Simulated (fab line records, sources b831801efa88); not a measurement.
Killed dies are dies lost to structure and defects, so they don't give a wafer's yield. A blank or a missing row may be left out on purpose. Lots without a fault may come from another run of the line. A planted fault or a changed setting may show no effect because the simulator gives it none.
Split-lot experiment | flow sfq_line | 5 lots, 23 wafers read, on a route of 325 steps

THE SPLIT
At SFQ_TRILAYER_I2_VIA_LITHO_COAT_067 (resist thk 650 nm), the setting resist_thk_nm was moved away from the recipe's 650 nm on 5 of the 23 wafers read, by -3.5% to -3.2%. The other wafers ran this setting at the recipe's value.

FROM THE SPLIT TO THE READING: what the file shows between them, 4 steps
- SFQ_TRILAYER_I2_VIA_LITHO_SOFTBAKE_071
- SFQ_TRILAYER_I2_VIA_LITHO_EXPOSE_068: exposes mask I2, target cd 500 nm
- SFQ_TRILAYER_I2_VIA_LITHO_DEVELOP_069: time 60 s
- SFQ_TRILAYER_I2_VIA_BARC_OPEN_VIA_ETCH_096: etches BARC in O2, target depth 125 nm, time 41.7 s

THE READING
KrF_of_TRILAYER_I2_VIA_LITHO_COAT_067.thk_nm (the simulator's own value, which no gauge read), in nm, at SFQ_TRILAYER_I2_VIA_ETCH_VIA_ETCH_070 (etches SiO2 in CHF3, stops on Nb, target depth 260 nm). The file gives no usual value for it. The 18 wafers here that ran the recipe average 527.6 nm, standard deviation 2.6 nm.

wafer  | tool, chamber at the split | resist_thk_nm as run, nm | against the recipe | KrF_of_TRILAYER_I2_VIA_LITHO_COAT_067.thk_nm, nm | against lot-mates on the recipe
L074.2 | litho_track-04, 0          | 650                      | recipe             | 527.4                                            | -
L074.3 | litho_track-04, 0          | 627.5                    | -3.5%              | 507.5                                            | -19.6
L074.4 | litho_track-04, 0          | 627.5                    | -3.5%              | 507.8                                            | -19.3
L074.5 | litho_track-04, 0          | 650                      | recipe             | 526.9                                            | -
L074.6 | litho_track-04, 0          | 627.5                    | -3.5%              | 508.6                                            | -18.5
L076.1 | litho_track-01, 0          | 650                      | recipe             | 524.2                                            | -
L076.2 | litho_track-01, 0          | 650                      | recipe             | 524.5                                            | -
L076.3 | litho_track-01, 0          | 650                      | recipe             | 528                                              | -
L076.5 | litho_track-01, 0          | 650                      | recipe             | 526.5                                            | -
L076.6 | litho_track-01, 0          | 650                      | recipe             | 523.6                                            | -
L077.4 | litho_track-03, 0          | 650                      | recipe             | 523.5                                            | -
L077.5 | litho_track-03, 0          | 650                      | recipe             | 529.1                                            | -
L077.6 | litho_track-03, 0          | 650                      | recipe             | 527.2                                            | -
L078.1 | litho_track-01, 0          | 650                      | recipe             | 525.3                                            | -
L078.2 | litho_track-01, 0          | 629.4                    | -3.2%              | 508.4                                            | -19.8
L078.3 | litho_track-01, 0          | 629.4                    | -3.2%              | 513.2                                            | -15.0
L078.5 | litho_track-01, 0          | 650                      | recipe             | 529.9                                            | -
L078.6 | litho_track-01, 0          | 650                      | recipe             | 529.4                                            | -
L079.1 | litho_track-03, 0          | 650                      | recipe             | 532.4                                            | -
L079.2 | litho_track-03, 0          | 650                      | recipe             | 530.2                                            | -
L079.3 | litho_track-03, 0          | 650                      | recipe             | 531.5                                            | -
L079.4 | litho_track-03, 0          | 650                      | recipe             | 527.5                                            | -
L079.5 | litho_track-03, 0          | 650                      | recipe             | 529.8                                            | -

THE FIT
A straight line over all 23 wafers: KrF_of_TRILAYER_I2_VIA_LITHO_COAT_067.thk_nm changes by +5.54 nm for each +1% of resist_thk_nm; r = +0.95; the points scatter about the line by 2.5 nm.
The same after taking each lot's own level away (the mean of its wafers on the recipe; 23 wafers): +5.52 nm for each +1%; r = +0.98; scatter 1.8 nm.
On that fit, the largest move of resist_thk_nm shifts the reading by 19 nm.
The lots' own levels span 525.36 to 530.28 nm, that is 1.9 times the standard deviation above.
So the lot-to-lot level changes the slope little: the two slopes agree.
Check: with one of the wafers moved furthest among these (-3.5%) left out of the fit, the line predicts -19 nm for it against its lot-mates. It came out at -19.6 nm against them.

OTHER SPLITS ON THESE WAFERS
These wafers also went through other splits before the reading. Each is held against what the fit with the lots' levels taken away leaves over:
other split on the same wafers                 | wafers away from the commonest value | r with KrF_of_TRILAYER_I2_VIA_LITHO_COAT_067.thk_nm (lot level and that fit taken away)
SFQ_TRILAYER_I1_VIA_LITHO_COAT_049 spin_rpm    | 9                                    | +0.09
SFQ_TRILAYER_I1_VIA_ETCH_VIA_ETCH_052 source_w | 7                                    | -0.17
SFQ_TRILAYER_M2_LITHO_EXPOSE_058 dose_mj       | 9                                    | -0.02
SFQ_TRILAYER_M2_ETCH_METAL_ETCH_060 icp_w      | 7                                    | +0.44

THE WHOLE CHAIN: every reading that the file lists as answering this split, in the file's order
step                                       | what it does                                          | reading                                                                                       | change (the file's fit)              | r (the file's)
SFQ_TRILAYER_I2_VIA_LITHO_COAT_067         | resist thk 650 nm                                     | KrF_of_TRILAYER_I2_VIA_LITHO_COAT_067.thk_nm (the simulator's own value, which no gauge read) | +6.44 nm for each +1% of the setting | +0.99
SFQ_TRILAYER_I2_VIA_BARC_OPEN_VIA_ETCH_096 | etches BARC in O2, target depth 125 nm, time 41.7 s   | KrF_of_TRILAYER_I2_VIA_LITHO_COAT_067.thk_nm (the simulator's own value, which no gauge read) | +5.94 nm for each +1% of the setting | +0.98
SFQ_TRILAYER_I2_VIA_ETCH_VIA_ETCH_070      | etches SiO2 in CHF3, stops on Nb, target depth 260 nm | KrF_of_TRILAYER_I2_VIA_LITHO_COAT_067.thk_nm (the simulator's own value, which no gauge read) | +5.52 nm for each +1% of the setting | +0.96

THE FILE'S OWN FIT
KrF_of_TRILAYER_I2_VIA_LITHO_COAT_067.thk_nm changes by +5.52 nm for each +1% of resist_thk_nm, r = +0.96.
